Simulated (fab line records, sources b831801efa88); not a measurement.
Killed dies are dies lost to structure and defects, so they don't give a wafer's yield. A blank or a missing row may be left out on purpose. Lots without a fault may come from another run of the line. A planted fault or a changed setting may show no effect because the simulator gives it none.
Chamber matching | flow gf180mcu | GF_V2_CMP_26 on cmp-02: 4 sister chambers
The step polishes, stops on SiO2, t overpolish 15 s, target thk 0 nm. 14 wafers are shown with their chamber, then 7 later ones without.

WAFERS WITH THEIR CHAMBER
wafer  | chamber | motor_current_A (A) | time_to_endpoint_s (s) | overpolish_run_s (s)
L448.1 | 3       | 9.9                 | 90.3                   | 14.995
L448.3 | 0       | 11.5                | 93.7                   | 14.999
L448.6 | 1       | 11.8                | 87.8                   | 14.983
L449.2 | 2       | 11.1                | 85.5                   | 14.995
L449.4 | 1       | 12.0                | 83.9                   | 15.000
L449.6 | 2       | 11.3                | 84.1                   | 15.005
L455.3 | 2       | 11.8                | 79.4                   | 14.985
L455.5 | 3       | 9.2                 | 82.4                   | 15.017
L455.6 | 2       | 11.1                | 82.7                   | 15.015
L459.2 | 2       | 11.5                | 88.8                   | 14.987
L459.3 | 1       | 11.7                | 84.1                   | 15.016
L459.6 | 3       | 9.5                 | 83.6                   | 14.995
L460.1 | 1       | 11.6                | 88.9                   | 14.995
L460.3 | 0       | 11.6                | 83.8                   | 15.007

SIGNATURES (means of the wafers above)
reading            | chamber 0 | chamber 1 | chamber 2 | chamber 3 | scatter within a chamber
motor_current_A    | 11.550    | 11.775    | 11.360    | 9.533     | 0.263
time_to_endpoint_s | 88.750    | 86.175    | 84.100    | 85.433    | 3.91
overpolish_run_s   | 15.00300  | 14.99850  | 14.99740  | 15.00233  | 0.0125
Rule: a wafer's distance from a chamber is the root of the sum, over the readings, of the square of ((its reading less the chamber's mean) divided by the reading's scatter). The wafer belongs to the nearest chamber; if the next one is less than 2 further off, it can't be placed. The scatter: the root of (the sum of the squares of (reading less its chamber's mean) over the shown wafers, divided by (wafers less chambers)).

WAFERS WITHOUT THEIR CHAMBER
wafer  | motor_current_A (A) | time_to_endpoint_s (s) | overpolish_run_s (s)
L460.6 | 12.5                | 84.1                   | 15.007
L461.1 | 11.5                | 84.6                   | 14.985
L461.4 | 12.2                | 82.6                   | 14.998
L461.5 | 12.1                | 84.1                   | 15.002
L465.2 | 9.5                 | 80.8                   | 14.984
L465.4 | 12.3                | 84.3                   | 15.005
L465.6 | 11.2                | 88.5                   | 14.995

WHICH CHAMBER EACH WENT THROUGH
wafer  | from the rows above          | in truth
L460.6 | can't be placed: 1 or 0 or 2 | 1
L461.1 | can't be placed: 2 or 1 or 0 | 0
L461.4 | can't be placed: 1 or 0 or 2 | 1
L461.5 | can't be placed: 1 or 0 or 2 | 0
L465.2 | 3                            | 3
L465.4 | can't be placed: 1 or 0 or 2 | 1
L465.6 | can't be placed: 2 or 0 or 1 | 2
Placed correctly: 1 of 7. Can't be placed from these rows: 6 (the true chamber is among the candidates in 6). Placed wrongly: 0.
